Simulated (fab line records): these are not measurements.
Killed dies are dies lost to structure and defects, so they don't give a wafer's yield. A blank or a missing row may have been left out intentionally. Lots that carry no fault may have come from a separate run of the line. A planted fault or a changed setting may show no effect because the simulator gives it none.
The tool behind it: which one? ; flow gf180mcu ; 13 lots with 39 wafers sampled at 2 steps, on a route of 602 steps

== WHAT THE GAUGES READ, wafer by wafer ==
GF_VT_IMPLANT_TW_MEAS_10.
lot;measured;on;VT_IMPLANT_TW
L519;day 5 13:12;film-metro-01;561.1 559.2 562.8
L520;day 5 22:14;film-metro-01;564.7 563.0 565.8
L522;day 6 09:16;film-metro-01;564.2 564.6 561.0
L523;day 6 13:49;film-metro-04;567.5 565.4 568.2
L524;day 6 21:28;film-metro-03;564.6 564.5 563.1
L526;day 7 09:35;film-metro-04;562.4 562.5 561.4
L527;day 7 12:25;film-metro-03;563.2 565.2 563.8
L528;day 8 02:17;film-metro-03;563.7 565.6 560.8
L529;day 8 02:37;film-metro-04;562.6 569.9 566.3
L532;day 8 22:38;film-metro-04;562.4 568.4 565.2
L533;day 9 09:17;film-metro-04;565.4 563.5 567.5
L534;day 9 12:20;film-metro-03;508.5 511.9 509.4
L535;day 9 14:20;film-metro-03;509.7 508.9 509.7

== WHICH TOOL RAN EACH LOT (tool, then ch and the chambers of the sampled wafers, then the start) ==
lot;GF_VT_IMPLANT_IMPLANT_08
L519;implanter-04 ch 0, day 5 12:57
L520;implanter-04 ch 0, day 5 21:59
L522;implanter-04 ch 0, day 6 09:04
L523;implanter-03 ch 0, day 6 13:35
L524;implanter-04 ch 0, day 6 21:14
L526;implanter-03 ch 0, day 7 09:20
L527;implanter-04 ch 0, day 7 12:11
L528;implanter-03 ch 0, day 8 02:02
L529;implanter-01 ch 0, day 8 02:24
L532;implanter-04 ch 0, day 8 22:24
L533;implanter-04 ch 0, day 9 09:02
L534;implanter-04 ch 0, day 9 12:05
L535;implanter-04 ch 0, day 9 14:05
- GF_VT_IMPLANT_IMPLANT_08

== WHAT THE TOOLS THEMSELVES READ (means of the sampled wafers that have a number; where no wafer has one, the mark that the record gives instead) ==
GF_VT_IMPLANT_IMPLANT_08.
lot;tool;dose-ions-cm2;faraday-current-uA
L519;implanter-04;8.291e+12;46.6
L520;implanter-04;8.289e+12;47.1
L522;implanter-04;8.298e+12;45.6
L523;implanter-03;8.292e+12;47.2
L524;implanter-04;8.305e+12;45.9
L526;implanter-03;8.304e+12;46.6
L527;implanter-04;8.289e+12;46.8
L528;implanter-03;8.285e+12;46.1
L529;implanter-01;8.290e+12;46.6
L532;implanter-04;8.288e+12;46.9
L533;implanter-04;8.285e+12;47.4
L534;implanter-04;5.771e+12;32.7
L535;implanter-04;5.763e+12;32.3

== THE ANSWER, worked out from the rows above alone ==
Rule: the usual values come from the lots themselves. Put in order of their means at a reading, lots are off if they are a third of the lots or fewer, leave a main group of 4 or more, and stand apart from it by a gap of 3 or more times the standard deviation of the main group's means; of several such gaps the widest counts. If all means in a main group match to the digits the tables above print for the reading, that group is not used. Also off: a lot with no number at a reading for which 4 or more lots have one. The other lots that the step has rows for count as sound. First the gauges in route order, then the tools' own readings, where a lot's mean is used as printed above. The first step at which some lot is off is used, and at that step the reading that is off furthest; a lot without a number counts as furthest.
Off: L534, L535, at GF_VT_IMPLANT_TW_MEAS_10 (VT_IMPLANT_TW). For the main group the mean is 564.2 and the standard deviation 1.7.
A tool fits if, at a process step before that reading, it ran every lot that is off, and no sound lot after the first of them. The gauges at GF_VT_IMPLANT_TW_MEAS_10 aren't tried: what is off there is off at GF_VT_IMPLANT_IMPLANT_08 too, on other tools, and a gauge's error can't cause that. One candidate fits, namely implanter-04 at GF_VT_IMPLANT_IMPLANT_08. A fault onset in the window from L533 (day 9 09:02, its last sound lot) to L534 (day 9 12:05, its first lot off) fits.
The tool's own readings at GF_VT_IMPLANT_IMPLANT_08 bear it out: on the lots that are off they differ by more than 5 times the standard deviation of the sound lots' means. dose-ions-cm2 reads 5.767e+12 there against 8.292e+12 on the sound lots; faraday-current-uA reads 32.5 there against 46.6 on the sound lots.

== WHAT HAD BEEN PUT IN BY THE SIMULATOR ==
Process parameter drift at GF_VT_IMPLANT_IMPLANT_08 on implanter-04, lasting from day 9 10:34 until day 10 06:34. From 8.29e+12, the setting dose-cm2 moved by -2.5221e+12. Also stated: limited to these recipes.
Shown lots that were struck: L534, L535. The same result came from the rule above.
